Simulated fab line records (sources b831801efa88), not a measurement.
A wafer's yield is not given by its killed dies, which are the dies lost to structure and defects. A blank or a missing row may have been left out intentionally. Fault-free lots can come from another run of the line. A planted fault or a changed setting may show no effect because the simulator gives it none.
Matching of chambers | flow gf180mcu | cmp-02 running GF_V3_CMP_26: 4 sister chambers
The step polishes, stops on SiO2, t overpolish 15 s, target thk 0 nm. 22 wafers are shown with their chamber, then 11 later ones without.

## WAFERS WITH THEIR CHAMBER
wafer  | chamber | motor current A (A) | overpolish run s (s) | retaining ring pressure frac
L074.1 | 1       | 9.5                 | 14.982               | 1.000
L074.2 | 3       | 11.1                | 14.992               | 1.002
L074.4 | 0       | 11.5                | 15.018               | 0.999
L075.1 | 3       | 11.8                | 15.007               | 0.997
L075.2 | 2       | 11.4                | 14.992               | 1.000
L075.3 | 1       | 8.8                 | 14.998               | 0.993
L077.1 | 2       | 11.1                | 15.005               | 1.000
L077.3 | 0       | 11.9                | 15.011               | 0.998
L077.4 | 1       | 9.0                 | 15.000               | 1.002
L078.1 | 1       | 9.1                 | 14.987               | 1.002
L078.4 | 3       | 11.6                | 15.013               | 0.998
L078.6 | 2       | 10.9                | 15.009               | 1.000
L079.4 | 2       | 11.7                | 15.012               | 0.995
L079.5 | 2       | 11.1                | 14.999               | 1.005
L079.6 | 1       | 8.8                 | 14.999               | 0.993
L081.2 | 1       | 9.4                 | 14.988               | 1.001
L081.5 | 1       | 9.3                 | 14.992               | 1.006
L081.6 | 2       | 11.2                | 14.994               | 1.012
L085.1 | 1       | 9.1                 | 14.991               | 0.994
L085.3 | 2       | 11.6                | 15.001               | 0.999
L085.5 | 2       | 10.9                | 14.998               | 0.999
L089.3 | 1       | 9.4                 | 15.015               | 1.002

SIGNATURES, as means of the wafers listed above
reading                      | chamber 0 | chamber 1 | chamber 2 | chamber 3 | scatter within a chamber
motor current A              | 11.700    | 9.156     | 11.238    | 11.500    | 0.291
overpolish run s             | 15.01450  | 14.99467  | 15.00125  | 15.00400  | 0.00869
retaining ring pressure frac | 0.99850   | 0.99922   | 1.00125   | 0.99900   | 0.00457
Rule: distance of a wafer from a chamber = root of the sum over the readings of ((wafer's reading minus chamber's mean) / reading's scatter) squared. If the next closest chamber is less than 2 further off than the closest, the wafer can't be placed; otherwise it belongs to the closest. The scatter is the square root of a quotient: the sum, over the shown wafers, of each reading's squared deviation from its chamber's mean, divided by wafers minus chambers.

## WAFERS WHOSE CHAMBER IS MISSING
wafer  | motor current A (A) | overpolish run s (s) | retaining ring pressure frac
L089.4 | 12.1                | 14.987               | 1.004
L089.6 | 11.8                | 14.990               | 0.991
L093.1 | 12.0                | 14.996               | 1.000
L093.3 | 11.9                | 15.013               | 1.005
L093.5 | 12.0                | 15.002               | 1.002
L095.2 | 11.4                | 15.015               | 1.001
L095.3 | 11.9                | 15.013               | 0.997
L095.4 | 9.4                 | 14.995               | 0.998
L096.2 | 12.4                | 15.015               | 1.003
L096.4 | 11.7                | 14.993               | 1.008
L096.5 | 9.2                 | 14.998               | 0.999

## WHICH CHAMBER EACH WENT THROUGH
wafer  | from the rows above          | in truth
L089.4 | can't be placed: 3 or 2 or 0 | 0
L089.6 | can't be placed: 3 or 2 or 0 | 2
L093.1 | can't be placed: 3 or 0 or 2 | 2
L093.3 | can't be placed: 0 or 3 or 2 | 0
L093.5 | can't be placed: 3 or 0 or 2 | 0
L095.2 | can't be placed: 0 or 3 or 2 | 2
L095.3 | can't be placed: 0 or 3      | 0
L095.4 | 1                            | 1
L096.2 | can't be placed: 0 or 3 or 2 | 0
L096.4 | can't be placed: 2 or 3 or 0 | 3
L096.5 | 1                            | 1
Placed correctly: 2 of 11. Not placeable from these rows: 9 (in 9, the candidates include the true chamber). Number placed wrongly: 0.
